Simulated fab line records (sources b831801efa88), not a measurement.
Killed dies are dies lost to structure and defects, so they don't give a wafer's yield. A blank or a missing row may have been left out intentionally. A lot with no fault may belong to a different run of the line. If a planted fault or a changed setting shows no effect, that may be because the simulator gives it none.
fab line records    flow gf180mcu
[record] lots = 11  wafers = 33  last_day = 34
route steps=602 shown SALICIDE@280 CONTACT@311 M1@329 V1@339
lots untouched by any fault: they come from a run of this same line in which no faults occurred
start_h: start of the lot's first displayed wafer, in hours after the record's first day    wait_h: time in hours since the lot's previous step    " repeats the value in the row above    L1.1+2: one row covering several wafers at once    - no value, or no start was given    * or withheld: withheld    < > ~ a bound
route shown NAME@n: a module of which the file shows steps, and the number in the route of the first    usual: the fault-free wafers' mean and standard deviation    same: alike in all rows    chamber/n: place in a boat    sites: readings site by site    _std_site: how widely they spread, as a standard deviation    _edge_site: outer sites' mean less inner sites'    radius_mm: how far each site lies from the wafer's centre    mask NAME#n: copy n    behind: the tool/chamber that last shaped the wafer    hold: reason for holding the lot/hours on hold/outcome of the hold    device: the transistor (n, p or np) that didn't switch    end of line: the same wafers' tests at the end of the route    a step given without rows: its recipe and nothing more    killed: dies that structure and defects cost at the first sort, which is not the same as the wafer's yield    map: the dies of a wafer, with x for killed, . for not killed, _ for no die there
set.NAME: the setting that was run; set.NAME@STEP: the one run at that earlier step    model.NAME: the simulator's own value behind a step, which no gauge read
route steps across a sampled set of lots; one table per step, one row per wafer
services: when a tool's chamber went out of use (start_h, in hours from the record's first day, below 0 if earlier), for how many hours, and the reason
[[steps]]
[step GF_SALICIDE_SPUTTER_02]
[recipe] material = Co  target_thk_nm = 10  power_w = 1000  time_s = 20  chamber_pressure_pa = 0.4
[usual] throttle_valve_pct = 29.6/1
lot.wafer  tool            chamber  start_h  wait_h  throttle_valve_pct
L740.1     pvd_sputter-04  -        342.71   0.0     30.4
L740.5     "               -        "        "       28.7
L740.6     "               -        "        "       30.0
L742.1     pvd_sputter-04  -        354.83   0.0     29.5
L742.2     "               -        "        "       30.7
L742.6     "               -        "        "       28.8
L744.2     pvd_sputter-01  -        373.36   0.0     30.5
L744.5     "               -        "        "       29.7
L744.6     "               -        "        "       28.8
L746.2     pvd_sputter-01  -        388.76   0.0     29.7
L746.5     "               -        "        "       30.6
L746.6     "               -        "        "       28.1
L749.4     pvd_sputter-03  -        422.38   0.0     31.7
L749.5     "               -        "        "       30.6
L749.6     "               -        "        "       30.2
L751.1     pvd_sputter-03  -        439.41   0.0     31.8
L751.2     "               -        "        "       30.6
L751.5     "               -        "        "       30.1
L755.1     pvd_sputter-04  -        467.50   0.0     29.7
L755.3     "               -        "        "       28.9
L755.4     "               -        "        "       30.7
L756.4     pvd_sputter-04  -        475.68   0.0     30.9
L756.5     "               -        "        "       30.4
L756.6     "               -        "        "       29.8
L759.1     pvd_sputter-01  -        505.59   0.0     27.9
L759.2     "               -        "        "       30.6
L759.6     "               -        "        "       30.7
L761.1     pvd_sputter-01  -        519.65   0.0     29.7
L761.2     "               -        "        "       30.8
L761.3     "               -        "        "       27.7
L763.1     pvd_sputter-04  -        537.55   0.0     28.5
L763.2     "               -        "        "       30.5
L763.3     "               -        "        "       29.6
[step GF_CONTACT_CVD_24]
[recipe] material = W  target_thk_nm = 300  time_s = 90.339  temp_c = 400  pressure_torr = 40
[usual] heater_power_w = 815/72
lot.wafer  tool      chamber  start_h  wait_h  heater_power_w
L740.1     cvd_w-01  0        366.65   0.0     879
L740.5     "         0        "        "       857
L740.6     "         1        "        "       966
L742.1     cvd_w-02  1        378.57   0.0     867
L742.2     "         0        "        "       697
L742.6     "         0        "        "       683
L744.2     cvd_w-02  0        398.04   0.0     710
L744.5     "         1        "        "       853
L744.6     "         0        "        "       695
L746.2     cvd_w-02  1        414.07   0.0     836
L746.5     "         1        "        "       861
L746.6     "         0        "        "       687
L749.4     cvd_w-01  1        448.57   0.1     852
L749.5     "         0        "        "       802
L749.6     "         1        "        "       863
L751.1     cvd_w-01  0        465.71   0.0     848
L751.2     "         1        "        "       875
L751.5     "         0        "        "       802
L755.1     cvd_w-01  1        492.76   0.0     856
L755.3     "         1        "        "       871
L755.4     "         0        "        "       822
L756.4     cvd_w-01  0        501.06   0.1     830
L756.5     "         0        "        "       853
L756.6     "         1        "        "       871
L759.1     cvd_w-02  0        530.32   0.0     705
L759.2     "         1        "        "       845
L759.6     "         1        "        "       885
L761.1     cvd_w-02  1        544.59   0.0     856
L761.2     "         0        "        "       673
L761.3     "         0        "        "       688
L763.1     cvd_w-02  1        562.10   0.0     872
L763.2     "         0        "        "       683
L763.3     "         1        "        "       869
[step GF_CONTACT_RS_MEAS_25]
[recipe] thk_meas_gauge = four-point-probe  reads = W_of_CONTACT_CVD_24+TiN_of_CONTACT_SPUTTER_23+Ti_of_CONTACT_SPUTTER_22
[usual] CONTACT_W_RS = 0.381/0.0037
lot.wafer  tool           chamber  start_h  wait_h  hold                      CONTACT_W_RS[ohm/sq]
L740.1     film_metro-02  -        366.75   0.1     -                         0.378
L740.5     "              -        "        "       -                         0.378
L740.6     "              -        "        "       -                         0.372
L742.1     film_metro-03  -        378.67   0.1     -                         0.382
L742.2     "              -        "        "       -                         0.379
L742.6     "              -        "        "       -                         0.378
L744.2     film_metro-01  -        398.16   0.1     -                         0.384
L744.5     "              -        "        "       -                         0.383
L744.6     "              -        "        "       -                         0.380
L746.2     film_metro-03  -        414.19   0.1     -                         0.387
L746.5     "              -        "        "       -                         0.385
L746.6     "              -        "        "       -                         0.386
L749.4     film_metro-03  -        448.70   0.1     -                         0.389
L749.5     "              -        "        "       -                         0.382
L749.6     "              -        "        "       -                         0.382
L751.1     film_metro-01  -        465.81   0.1     -                         0.384
L751.2     "              -        "        "       -                         0.385
L751.5     "              -        "        "       -                         0.386
L755.1     film_metro-03  -        492.86   0.1     await_dispo/0.2h/release  0.335
L755.3     "              -        "        "       await_dispo/0.2h/release  0.334
L755.4     "              -        "        "       await_dispo/0.2h/release  0.336
L755.1     film_metro-03  -        493.15   0.3     -                         0.336
L755.3     "              -        "        "       -                         0.335
L755.4     "              -        "        "       -                         0.336
L756.4     film_metro-01  -        501.18   0.1     await_dispo/0.2h/release  0.336
L756.5     "              -        "        "       await_dispo/0.2h/release  0.339
L756.6     "              -        "        "       await_dispo/0.2h/release  0.340
L756.4     film_metro-01  -        501.47   0.3     -                         0.336
L756.5     "              -        "        "       -                         0.338
L756.6     "              -        "        "       -                         0.339
L759.1     film_metro-03  -        530.42   0.1     -                         0.380
L759.2     "              -        "        "       -                         0.380
L759.6     "              -        "        "       -                         0.380
L761.1     film_metro-02  -        544.69   0.1     -                         0.379
L761.2     "              -        "        "       -                         0.382
L761.3     "              -        "        "       -                         0.377
L763.1     film_metro-03  -        562.20   0.1     -                         0.381
L763.2     "              -        "        "       -                         0.377
L763.3     "              -        "        "       -                         0.379
[step GF_CONTACT_THK_MEAS_26]
[recipe] thk_meas_gauge = xrf  reads = W_of_CONTACT_CVD_24
[usual] CONTACT_W_THK = 309/4.6
lot.wafer  tool           chamber  start_h  wait_h  hold                      CONTACT_W_THK[nm]
L740.1     film_metro-02  -        366.87   0.1     -                         316
L740.5     "              -        "        "       -                         314
L740.6     "              -        "        "       -                         318
L742.1     film_metro-03  -        378.79   0.1     -                         306
L742.2     "              -        "        "       -                         309
L742.6     "              -        "        "       -                         310
L744.2     film_metro-01  -        398.27   0.1     -                         307
L744.5     "              -        "        "       -                         309
L744.6     "              -        "        "       -                         311
L746.2     film_metro-03  -        414.30   0.1     -                         301
L746.5     "              -        "        "       -                         303
L746.6     "              -        "        "       -                         304
L749.4     film_metro-03  -        448.79   0.1     -                         299
L749.5     "              -        "        "       -                         305
L749.6     "              -        "        "       -                         303
L751.1     film_metro-01  -        465.93   0.1     -                         310
L751.2     "              -        "        "       -                         309
L751.5     "              -        "        "       -                         309
L755.1     film_metro-03  -        496.62   3.5     await_dispo/0.2h/release  347
L755.3     "              -        "        "       await_dispo/0.2h/release  349
L755.4     "              -        "        "       await_dispo/0.2h/release  347
L755.1     film_metro-03  -        496.85   0.2     -                         350
L755.3     "              -        "        "       -                         347
L755.4     "              -        "        "       -                         346
L756.4     film_metro-01  -        505.16   3.7     await_dispo/0.2h/release  352
L756.5     "              -        "        "       await_dispo/0.2h/release  352
L756.6     "              -        "        "       await_dispo/0.2h/release  351
L756.4     film_metro-01  -        505.50   0.3     -                         357
L756.5     "              -        "        "       -                         351
L756.6     "              -        "        "       -                         353
L759.1     film_metro-03  -        530.54   0.1     -                         309
L759.2     "              -        "        "       -                         311
L759.6     "              -        "        "       -                         310
L761.1     film_metro-02  -        544.81   0.1     -                         314
L761.2     "              -        "        "       -                         310
L761.3     "              -        "        "       -                         316
L763.1     film_metro-03  -        562.32   0.1     -                         306
L763.2     "              -        "        "       -                         309
L763.3     "              -        "        "       -                         308
[step GF_CONTACT_CMP_27]
[recipe] stop_on = SiO2  down_force_psi = 3.5  platen_rpm = 60  t_overpolish_s = 15  target_thk_nm = 0  pad_velocity_m_s = 0.94248
[usual] motor_current_A = 10.8/0.68  time_to_endpoint_s = 73.3/2.6
lot.wafer  tool    chamber  start_h  wait_h  hold                      motor_current_A  time_to_endpoint_s
L740.1     cmp-01  3        367.08   0.2     -                         10.4             73.8
L740.6     "       0        "        "       -                         10.6             70.7
L740.5     "       1        "        "       -                         11.0             71.7
L742.2     cmp-02  1        378.85   0.0     -                         10.5             71.5
L742.1     "       2        "        "       -                         10.5             73.1
L742.6     "       1        "        "       -                         10.3             71.7
L744.2     cmp-02  3        398.47   0.2     -                         10.7             72.9
L744.5     "       0        "        "       -                         10.9             70.8
L744.6     "       1        "        "       -                         10.6             68.9
L746.2     cmp-01  1        414.45   0.1     -                         11.9             72.9
L746.5     "       3        "        "       -                         10.3             73.7
L746.6     "       0        "        "       -                         10.0             73.4
L749.4     cmp-01  0        448.87   0.1     -                         9.6              71.8
L749.5     "       3        "        "       -                         10.3             74.4
L749.6     "       0        "        "       -                         10.2             70.1
L751.1     cmp-01  1        465.99   0.1     -                         10.8             70.6
L751.2     "       0        "        "       -                         10.4             71.6
L751.5     "       1        "        "       -                         11.4             70.6
L755.4     cmp-02  3        506.90   10.0    await_dispo/9.6h/release  10.4             82.9
L755.1     "       1        "        "       await_dispo/9.6h/release  10.0             83.9
L755.3     "       2        "        "       await_dispo/9.6h/release  10.5             88.1
L756.4     cmp-02  1        507.00   1.5     await_dispo/1.0h/release  10.4             79.7
L756.6     "       3        "        "       await_dispo/1.0h/release  10.7             84.4
L756.5     "       0        "        "       await_dispo/1.0h/release  11.1             85.8
L759.2     cmp-01  3        530.60   0.0     -                         10.5             72.6
L759.1     "       1        "        "       -                         11.4             73.0
L759.6     "       3        "        "       -                         9.9              72.1
L761.1     cmp-02  1        544.93   0.1     -                         10.7             71.8
L761.3     "       2        "        "       -                         10.7             79.5
L761.2     "       0        "        "       -                         10.9             74.1
L763.3     cmp-01  1        562.38   0.0     -                         10.5             68.9
L763.1     "       3        "        "       -                         10.2             71.5
L763.2     "       0        "        "       -                         10.5             72.5
[step GF_M1_CD_MEAS_14]
[recipe] target_cd_nm = 230
[usual] cd_nm = 230.2/1.2
lot.wafer  tool       chamber  start_h  wait_h  cd_nm
L740.1     cd_sem-02  -        389.65   0.1     231.3
L740.5     "          -        "        "       231.2
L740.6     "          -        "        "       231.6
L742.1     cd_sem-02  -        402.75   0.1     231.6
L742.2     "          -        "        "       230.8
L742.6     "          -        "        "       229.8
L744.2     cd_sem-01  -        422.44   0.1     231.6
L744.5     "          -        "        "       231.2
L744.6     "          -        "        "       229.6
L746.2     cd_sem-01  -        439.29   0.1     229.1
L746.5     "          -        "        "       228.5
L746.6     "          -        "        "       229.4
L749.4     cd_sem-01  -        473.91   0.1     231.0
L749.5     "          -        "        "       231.2
L749.6     "          -        "        "       231.9
L751.1     cd_sem-02  -        490.70   0.1     229.8
L751.2     "          -        "        "       229.4
L751.5     "          -        "        "       230.2
L755.1     cd_sem-01  -        517.07   0.1     231.3
L755.3     "          -        "        "       231.9
L755.4     "          -        "        "       231.3
L756.4     cd_sem-01  -        524.91   0.1     230.8
L756.5     "          -        "        "       231.1
L756.6     "          -        "        "       230.9
L759.1     cd_sem-02  -        553.35   0.1     230.8
L759.2     "          -        "        "       231.6
L759.6     "          -        "        "       230.2
L761.1     cd_sem-02  -        567.25   0.1     231.1
L761.2     "          -        "        "       230.7
L761.3     "          -        "        "       231.1
L763.1     cd_sem-01  -        585.22   0.1     231.2
L763.2     "          -        "        "       230.4
L763.3     "          -        "        "       231.6
[step GF_V1_CMP_04]
[recipe] material = SiO2  down_force_psi = 4  platen_rpm = 60  pad_velocity_m_s = 0.94248
[usual] motor_current_A = 11.7/0.76  time_to_endpoint_s = 84/5.2
lot.wafer  tool    chamber  start_h  wait_h  motor_current_A  time_to_endpoint_s
L740.1     cmp-01  3        391.00   0.1     11.6             76
L740.5     "       1        "        "       11.7             84
L740.6     "       2        "        "       13.1             78
L742.2     cmp-01  2        403.97   0.1     12.6             90
L742.1     "       3        "        "       11.2             82
L742.6     "       0        "        "       10.8             92
L744.2     cmp-02  3        423.53   0.0     12.3             82
L744.6     "       3        "        "       11.3             90
L744.5     "       0        "        "       12.2             83
L746.2     cmp-02  0        440.36   0.0     12.6             80
L746.6     "       0        "        "       12.7             84
L746.5     "       1        "        "       11.4             90
L749.4     cmp-01  3        474.93   0.0     11.2             86
L749.6     "       3        "        "       11.2             86
L749.5     "       0        "        "       10.5             85
L751.2     cmp-02  0        491.83   0.1     11.4             88
L751.1     "       2        "        "       11.4             85
L751.5     "       3        "        "       11.5             89
L755.4     cmp-01  3        518.15   0.0     11.2             83
L755.1     "       0        "        "       11.4             71
L755.3     "       2        "        "       13.7             76
L756.4     cmp-02  3        526.03   0.1     11.9             93
L756.5     "       1        "        "       11.4             84
L756.6     "       2        "        "       11.0             86
L759.1     cmp-01  1        554.48   0.1     12.2             76
L759.2     "       3        "        "       10.8             80
L759.6     "       0        "        "       11.0             86
L761.3     cmp-01  2        568.41   0.1     13.6             92
L761.1     "       3        "        "       11.7             84
L761.2     "       0        "        "       11.0             87
L763.2     cmp-02  2        586.31   0.0     11.4             79
L763.3     "       3        "        "       11.8             79
L763.1     "       0        "        "       12.9             80
[[services]]
tool            chamber  start_h  hours  kind
cvd_w-02        -        327.17   6.0    pm
cvd_w-02        -        358.56   1.0    repair
cvd_w-01        -        382.15   14.6   pm
cmp-02          -        387.58   0.3    repair
cvd_w-01        -        396.75   14.0   pm
cvd_w-01        0        396.75   14.0   vent_cycle
cvd_w-01        1        396.75   14.0   vent_cycle
cmp-01          -        404.46   4.0    pm
cmp-01          -        408.46   -      consumable_replace:conditioner
cmp-01          -        408.46   -      consumable_replace:pad
cvd_w-01        0        410.75   -      clean
cvd_w-01        1        410.75   -      clean
cmp-01          -        415.53   1.1    repair
cmp-02          -        434.37   2.6    repair
pvd_sputter-04  -        471.29   0.5    repair
cvd_w-02        -        473.02   6.9    pm
cmp-02          -        473.92   1.5    repair
cmp-02          -        497.13   3.7    repair
cmp-01          -        542.70   2.3    repair
cmp-02          -        553.35   3.3    pm
pvd_sputter-01  -        562.10   11.0   repair
cmp-02          -        572.03   4.0    pm
cmp-02          -        576.03   -      consumable_replace:conditioner
cmp-02          -        576.03   -      consumable_replace:pad
[[key]]
[first_sign] step = GF_CONTACT_RS_MEAS_25  reading = visit  direction = added
[effect] step = GF_CONTACT_RS_MEAS_25  reading = CONTACT_W_RS  direction = down  sigmas = 12  usual = 0.381  struck = 0.337
[effect] step = GF_CONTACT_THK_MEAS_26  reading = visit  direction = added
[effect] step = GF_CONTACT_THK_MEAS_26  reading = CONTACT_W_THK  direction = up  sigmas = 8.8  usual = 309  struck = 350
[effect] step = GF_CONTACT_CMP_27  reading = time_to_endpoint_s  direction = up  sigmas = 4.1  usual = *  struck = *
met_at GF_CONTACT_CVD_24
struck_lots L755,L756
tester_left_out L755,L756
not_acting_at GF_SALICIDE_SPUTTER_02,GF_M1_CD_MEAS_14,GF_V1_CMP_04
onset_between 465.71 492.76
[fault] kind = process_parameter_drift  tool = cvd_w-01  chamber = -  onset_h = 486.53  steps = GF_CONTACT_CVD_24  channel = target_thk_nm  offset = 36.311  shape = step  end_h = 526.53  acts_in = these_recipes_only  stated = 300
// tester_left_out: of these lots the tester's yield and bins aren't shown, on N5 and GAA mostly nor the transistor test; their killed dies are dies lost to structure and defects alone, not to doping, threshold or leakage, so they don't give the yield
